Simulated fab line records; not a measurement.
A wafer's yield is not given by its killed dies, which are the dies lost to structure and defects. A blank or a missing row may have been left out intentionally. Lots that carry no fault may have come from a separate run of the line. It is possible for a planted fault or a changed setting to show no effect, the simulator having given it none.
Which tool is to blame? / flow sky130 / 12 lots, 36 wafers sampled, at 3 steps of a route of 708

## WHAT EACH GAUGE READ, for each wafer
SKY_METAL3_CD_MEAS_13 targets a cd of 300 nm.
lot=L075; measured=day 39 19:23; on=cd-sem-02; cd-nm (nm)=301.1 297.9 299.2
lot=L077; measured=day 40 10:44; on=cd-sem-02; cd-nm (nm)=300.1 299.9 299.6
lot=L079; measured=day 41 00:04; on=cd-sem-02; cd-nm (nm)=303.1 302.1 300.6
lot=L081; measured=day 41 15:59; on=cd-sem-01; cd-nm (nm)=301.6 301.3 301.8
lot=L083; measured=day 42 03:31; on=cd-sem-01; cd-nm (nm)=299.3 299.4 299.2
lot=L085; measured=day 42 21:53; on=cd-sem-01; cd-nm (nm)=301.7 300.6 300.3
lot=L087; measured=day 43 09:59; on=cd-sem-01; cd-nm (nm)=296.5 296.6 295.9
lot=L089; measured=day 43 19:24; on=cd-sem-01; cd-nm (nm)=299.0 298.9 299.5
lot=L091; measured=day 44 06:41; on=cd-sem-01; cd-nm (nm)=302.3 302.0 302.3
lot=L093; measured=day 44 21:31; on=cd-sem-01; cd-nm (nm)=300.5 301.3 301.2
lot=L095; measured=day 45 05:23; on=cd-sem-01; cd-nm (nm)=299.2 299.1 297.6
lot=L097; measured=day 45 21:14; on=cd-sem-01; cd-nm (nm)=299.7 299.2 299.5

## WHICH TOOL RAN EACH LOT (tool, then ch and the chambers of the sampled wafers, then the start)
lot=L075; SKY_VIA2_SPUTTER_20=pvd-sputter-04, day 37 13:29; SKY_CAPM_SPUTTER_02=pvd-sputter-01, day 37 14:24
lot=L077; SKY_VIA2_SPUTTER_20=pvd-sputter-01, day 38 06:58; SKY_CAPM_SPUTTER_02=pvd-sputter-01, day 38 08:00
lot=L079; SKY_VIA2_SPUTTER_20=pvd-sputter-03, day 38 20:19; SKY_CAPM_SPUTTER_02=pvd-sputter-01, day 38 21:19
lot=L081; SKY_VIA2_SPUTTER_20=pvd-sputter-04, day 39 12:40; SKY_CAPM_SPUTTER_02=pvd-sputter-01, day 39 13:34
lot=L083; SKY_VIA2_SPUTTER_20=pvd-sputter-04, day 40 00:23; SKY_CAPM_SPUTTER_02=pvd-sputter-02, day 40 01:18
lot=L085; SKY_VIA2_SPUTTER_20=pvd-sputter-04, day 40 18:54; SKY_CAPM_SPUTTER_02=pvd-sputter-01, day 40 19:49
lot=L087; SKY_VIA2_SPUTTER_20=pvd-sputter-04, day 41 08:56; SKY_CAPM_SPUTTER_02=pvd-sputter-02, day 41 09:50
lot=L089; SKY_VIA2_SPUTTER_20=pvd-sputter-01, day 41 19:04; SKY_CAPM_SPUTTER_02=pvd-sputter-04, day 41 20:00
lot=L091; SKY_VIA2_SPUTTER_20=pvd-sputter-03, day 42 07:16; SKY_CAPM_SPUTTER_02=pvd-sputter-02, day 42 08:11
lot=L093; SKY_VIA2_SPUTTER_20=pvd-sputter-03, day 42 21:39; SKY_CAPM_SPUTTER_02=pvd-sputter-01, day 42 22:34
lot=L095; SKY_VIA2_SPUTTER_20=pvd-sputter-04, day 43 06:54; SKY_CAPM_SPUTTER_02=pvd-sputter-01, day 43 07:49
lot=L097; SKY_VIA2_SPUTTER_20=pvd-sputter-03, day 43 23:50; SKY_CAPM_SPUTTER_02=pvd-sputter-02, day 44 00:44
- SKY_VIA2_SPUTTER_20: material TiN, target thk 20 nm, time 80 s.
- SKY_CAPM_SPUTTER_02: material TiN, target thk 200 nm, time 166.7 s.

## THE ANSWER, worked out from the rows above alone
Rule: the usual values come from the lots themselves. Put in order of their means at a reading, lots are off if they are a third of the lots or fewer, leave a main group of 4 or more, and stand apart from it by a gap of 3 or more times the standard deviation of the main group's means; of several such gaps the widest counts. Not used: any main group whose means are identical at the precision the tables above print for the reading. A lot without any number at a reading at which 4 lots or more have one is off too. Any other lot the step has rows for is counted as sound.
No lot is off at any reading shown: from this, nothing can be told.

## WHAT THE SIMULATOR HAD PUT IN
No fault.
